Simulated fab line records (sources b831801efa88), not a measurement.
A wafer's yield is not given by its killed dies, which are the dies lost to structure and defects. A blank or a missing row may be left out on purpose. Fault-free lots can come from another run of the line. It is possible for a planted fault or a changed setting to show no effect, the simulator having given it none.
Which of the tools did it? -- flow sky130 -- 13 lots, 39 wafers sampled, at 5 steps of a route of 708

== WHAT EACH GAUGE READ, for each wafer ==
SKY_NWELL_TW_MEAS_26.
lot,measured,on,NWELL_2_TW
L353,day 5 09:28,film_metro-03,500 497 498
L354,day 5 15:49,film_metro-03,497 500 498
L355,day 5 19:10,film_metro-04,491 493 491
L361,day 7 08:52,film_metro-01,483 484 481
L364,day 8 04:20,film_metro-03,497 500 500
L367,day 9 04:31,film_metro-04,499 497 495
L368,day 9 09:23,film_metro-03,501 501 505
L369,day 9 09:43,film_metro-01,484 481 482
L371,day 10 04:17,film_metro-01,485 486 483
L372,day 10 07:09,film_metro-04,496 495 495
L374,day 10 20:23,film_metro-04,498 495 497
L373,day 10 21:37,film_metro-03,505 509 508
L376,day 11 06:13,film_metro-03,504 506 508

SKY_VT_ADJUST_NCORE_TW_MEAS_11.
lot,measured,on,VT_ADJUST_NCORE_TW
L353,day 8 14:26,film_metro-03,221.4 220.5 221.4
L354,day 8 22:48,film_metro-02,218.4 217.9 220.0
L355,day 9 03:46,film_metro-03,222.8 222.4 221.9
L361,day 10 23:49,film_metro-04,219.6 220.8 219.7
L364,day 11 22:58,film_metro-02,216.5 217.3 216.4
L367,day 13 02:55,film_metro-02,216.4 217.9 217.3
L368,day 13 08:35,film_metro-02,217.5 216.4 218.5
L369,day 13 09:24,film_metro-03,222.7 222.7 222.7
L371,day 14 05:09,film_metro-03,222.4 222.6 222.4
L372,day 14 09:27,film_metro-02,217.7 217.6 218.7
L374,day 15 00:55,film_metro-02,215.9 215.7 216.0
L373,day 15 02:29,film_metro-03,222.9 224.8 222.6
L376,day 15 13:02,film_metro-02,216.5 215.6 217.2

SKY_VT_ADJUST_HVTR_TW_MEAS_11.
lot,measured,on,VT_ADJUST_HVTR_TW
L353,day 9 11:52,film_metro-04,211 211 211
L354,day 9 19:43,film_metro-04,213 211 212
L355,day 10 01:14,film_metro-03,215 215 216
L361,day 11 23:52,film_metro-01,192 192 191
L364,day 12 23:44,film_metro-04,198 198 198
L367,day 14 04:20,film_metro-04,212 212 213
L368,day 14 09:59,film_metro-01,207 206 206
L369,day 14 11:02,film_metro-04,213 212 212
L371,day 15 08:32,film_metro-03,215 215 214
L372,day 15 13:05,film_metro-01,204 205 205
L374,day 16 04:05,film_metro-01,207 205 206
L373,day 16 05:26,film_metro-04,211 210 210
L376,day 16 15:45,film_metro-03,215 215 214

SKY_RES_PROTECT_TW_MEAS_08.
lot,measured,on,POLY_GATE_TW
L353,day 15 00:53,film_metro-03,4099 4095 4117
L354,day 15 07:47,film_metro-03,4108 4102 4105
L355,day 15 14:56,film_metro-03,4106 4101 4108
L361,day 18 07:19,film_metro-02,3983 3992 3992
L364,day 19 11:13,film_metro-01,3927 3923 3920
L367,day 20 22:14,film_metro-03,4092 4100 4108
L368,day 21 08:33,film_metro-02,4024 4055 4025
L369,day 21 06:56,film_metro-02,4023 4037 4023
L371,day 22 00:11,film_metro-01,3919 3917 3942
L372,day 22 01:08,film_metro-02,3988 3976 3974
L374,day 22 18:44,film_metro-02,4011 3990 4005
L373,day 23 01:07,film_metro-01,3916 3935 3943
L376,day 23 09:00,film_metro-03,4080 4082 4069

== WHAT TOOL EACH LOT RAN ON (gives the tool, then ch and the chambers of the sampled wafers, and finally the start) ==
lot,SKY_VT_ADJUST_HVTR_IMPLANT_09
L353,"implanter-03 ch 0, day 9 11:37"
L354,"implanter-01 ch 0, day 9 19:28"
L355,"implanter-01 ch 0, day 10 00:59"
L361,"implanter-04 ch 0, day 11 23:37"
L364,"implanter-04 ch 0, day 12 23:29"
L367,"implanter-01 ch 0, day 14 04:05"
L368,"implanter-03 ch 0, day 14 09:46"
L369,"implanter-03 ch 0, day 14 10:47"
L371,"implanter-01 ch 0, day 15 08:19"
L372,"implanter-03 ch 0, day 15 12:52"
L374,"implanter-03 ch 0, day 16 03:52"
L373,"implanter-01 ch 0, day 16 05:11"
L376,"implanter-01 ch 0, day 16 15:32"
- SKY_VT_ADJUST_HVTR_IMPLANT_09

== WHAT THE TOOLS THEMSELVES READ (means of the sampled wafers that have a number; where no wafer has one, the mark that the record gives instead) ==
SKY_VT_ADJUST_HVTR_IMPLANT_09.
lot,tool,dose_ions_cm2,faraday_current_uA
L353,implanter-03,2.1010e+12,11.84
L354,implanter-01,2.1002e+12,12.12
L355,implanter-01,2.0991e+12,11.77
L361,implanter-04,1.6406e+12,9.37
L364,implanter-04,1.6429e+12,9.17
L367,implanter-01,2.1008e+12,11.79
L368,implanter-03,2.0976e+12,11.85
L369,implanter-03,2.0986e+12,11.92
L371,implanter-01,2.1002e+12,11.75
L372,implanter-03,2.0993e+12,11.79
L374,implanter-03,2.1024e+12,11.66
L373,implanter-01,2.1010e+12,11.65
L376,implanter-01,2.1011e+12,11.86

== THE ANSWER, worked out from the rows above alone ==
Rule: the lots themselves supply what counts as usual. The widest of any qualifying gaps counts: lots, ordered by their means at a reading, are off when they make up no more than a third of the lots, leave a main group of 4 or more, and stand apart from it by 3 or more times the standard deviation of that group's means. Not used: any main group whose means are identical at the precision the tables above print for the reading. Also off: a lot with no number at a reading for which 4 or more lots have one. Where the step has rows for the other lots, those lots are counted as sound. First the gauges in route order, then the tools' own readings, where a lot's mean is used as printed above. The first step at which some lot is off is used, and at that step the reading that is off furthest; a lot without a number counts as furthest.
Off at SKY_VT_ADJUST_HVTR_IMPLANT_09 (dose_ions_cm2): L361, L364. Mean 2.1001e+12 and standard deviation 1.3e+09 in the main group.
If a tool, at that step or one of the process steps before it, ran each lot that is off and ran no sound lot following the first of them, it fits. One fits: SKY_VT_ADJUST_HVTR_IMPLANT_09 on implanter-04. It ran no sound lot before its first lot that is off in this sample, so the start can't be narrowed down.
The tool's own readings at SKY_VT_ADJUST_HVTR_IMPLANT_09 bear it out: on the lots that are off they differ by more than 5 times the standard deviation of the sound lots' means. dose_ions_cm2 reads 1.6418e+12 there against 2.1001e+12 on the sound lots; faraday_current_uA reads 9.27 there against 11.82 on the sound lots.

== WHAT THE SIMULATOR HAD INSERTED ==
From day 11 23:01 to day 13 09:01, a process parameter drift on implanter-04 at SKY_VT_ADJUST_HVTR_IMPLANT_09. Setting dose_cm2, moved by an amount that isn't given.
Lots struck among those shown: L361, L364. The same result came from the rule above.
